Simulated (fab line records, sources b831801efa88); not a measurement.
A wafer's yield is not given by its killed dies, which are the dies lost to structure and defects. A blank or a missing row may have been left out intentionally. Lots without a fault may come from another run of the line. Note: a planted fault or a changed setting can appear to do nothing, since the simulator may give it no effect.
Matching of chambers || flow sky130 || rie_diel-02 running SKY_POLY_CUT_ETCH_10: 4 sister chambers
The step etches BARC in N2/H2, stops on SiO2, time 45.9 s, target depth 60 nm. 4 wafers are shown with their chamber, then 7 later ones without.

WAFERS, EACH WITH ITS CHAMBER
{"wafer": "L379.4", "chamber": 1, "drypump_motor_current_A (A)": 5.8}
{"wafer": "L382.5", "chamber": 2, "drypump_motor_current_A (A)": 5.2}
{"wafer": "L387.1", "chamber": 0, "drypump_motor_current_A (A)": 5.1}
{"wafer": "L387.3", "chamber": 3, "drypump_motor_current_A (A)": 5.8}

WAFERS MISSING THEIR CHAMBER
{"wafer": "L387.5", "drypump_motor_current_A (A)": 5.3}
{"wafer": "L392.1", "drypump_motor_current_A (A)": 5.2}
{"wafer": "L392.4", "drypump_motor_current_A (A)": 5.8}
{"wafer": "L392.5", "drypump_motor_current_A (A)": 5.1}
{"wafer": "L394.4", "drypump_motor_current_A (A)": 5.9}
{"wafer": "L394.5", "drypump_motor_current_A (A)": 5.8}
{"wafer": "L394.6", "drypump_motor_current_A (A)": 5.3}

WHICH CHAMBER EACH WENT THROUGH
{"wafer": "L387.5", "from the rows above": "can't be placed: 2 or 0", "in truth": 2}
{"wafer": "L392.1", "from the rows above": "can't be placed: 2 or 0", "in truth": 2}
{"wafer": "L392.4", "from the rows above": "can't be placed: 1 or 3", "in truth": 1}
{"wafer": "L392.5", "from the rows above": "can't be placed: 0 or 2", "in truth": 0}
{"wafer": "L394.4", "from the rows above": "can't be placed: 1 or 3", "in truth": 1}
{"wafer": "L394.5", "from the rows above": "can't be placed: 1 or 3", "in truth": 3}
{"wafer": "L394.6", "from the rows above": "can't be placed: 2 or 0", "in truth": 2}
Correctly placed: 0 of 7. Can't be placed from these rows: 7 (the true chamber is among the candidates in 7). Wrongly placed: 0.
How it was worked out, from the rows above alone: a wafer's distance from a chamber is the root of the sum, over the readings, of the square of ((its reading less the chamber's mean) divided by the reading's scatter). The wafer belongs to the nearest chamber; if the next one is less than 2 further off, it can't be placed. Each chamber's mean is taken over the wafers shown for it. The scatter: with one shown wafer a chamber, the root of the mean of the squares of how far each hidden wafer lies from its nearest shown one.
